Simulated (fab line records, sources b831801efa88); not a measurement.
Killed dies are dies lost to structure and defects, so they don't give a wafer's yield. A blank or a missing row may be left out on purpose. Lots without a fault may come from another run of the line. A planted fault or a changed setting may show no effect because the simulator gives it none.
Which tool did it? | flow gf180mcu | 7 lots, 21 wafers sampled, at 2 steps of a route of 602

WHAT THE GAUGES READ, wafer by wafer
GF_HV_LDD_TW_MEAS_38.
lot  | measured     | on            | HV_LDD_3_TW
L612 | day 12 10:08 | film_metro-04 | 1452 1440 1442
L614 | day 13 05:16 | film_metro-04 | 1449 1447 1448
L619 | day 14 09:00 | film_metro-01 | 1437 1438 1452
L623 | day 15 19:33 | film_metro-01 | 1442 1441 1442
L625 | day 16 10:10 | film_metro-04 | 1439 1443 1445
L627 | day 17 06:08 | film_metro-01 | 1792 1782 1779 1788 1783 1787
L629 | day 17 19:08 | film_metro-03 | 1758 1771 1769 1767 1767 1771

WHICH TOOL RAN EACH LOT (tool, then ch and the chambers of the sampled wafers, then the start)
lot  | GF_HV_LDD_IMPLANT_36
L612 | implanter-01 ch 0, day 12 09:53
L614 | implanter-02 ch 0, day 13 05:02
L619 | implanter-04 ch 0, day 14 08:46
L623 | implanter-01 ch 0, day 15 19:19
L625 | implanter-04 ch 0, day 16 09:55
L627 | implanter-01 ch 0, day 17 05:55
L629 | implanter-01 ch 0, day 17 18:55
- GF_HV_LDD_IMPLANT_36

THE ANSWER, worked out from the rows above alone
Rule: what is usual is taken from the lots themselves. Put in order of their means at a reading, lots are off if they are a third of the lots or fewer, leave a main group of 4 or more, and stand apart from it by a gap of 3 or more times the standard deviation of the main group's means; of several such gaps the widest counts. A main group whose means are all the same, to the digits that the tables above print for the reading, isn't used. A lot without any number at a reading at which 4 lots or more have one is off too. The other lots that the step has rows for count as sound.
Off: L627, L629, at GF_HV_LDD_TW_MEAS_38 (HV_LDD_3_TW). The main group: mean 1444, standard deviation 2.3.
A tool fits if, at a process step before that reading, it ran every lot that is off, and no sound lot after the first of them. The gauges at GF_HV_LDD_TW_MEAS_38 are tried like those tools. One fits: implanter-01 at GF_HV_LDD_IMPLANT_36. Its last sound lot is L623 (day 15 19:19), its first lot that is off L627 (day 17 05:55): a fault that began between those two fits.

WHAT THE SIMULATOR HAD PUT IN
Process parameter drift: implanter-01, from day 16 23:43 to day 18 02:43, at GF_HV_LDD_IMPLANT_36. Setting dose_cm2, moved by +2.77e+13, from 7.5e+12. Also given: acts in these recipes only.
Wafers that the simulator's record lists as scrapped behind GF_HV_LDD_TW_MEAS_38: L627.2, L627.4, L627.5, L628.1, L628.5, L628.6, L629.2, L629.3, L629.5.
Lots struck among those shown: L627, L629. The rule above found the same.
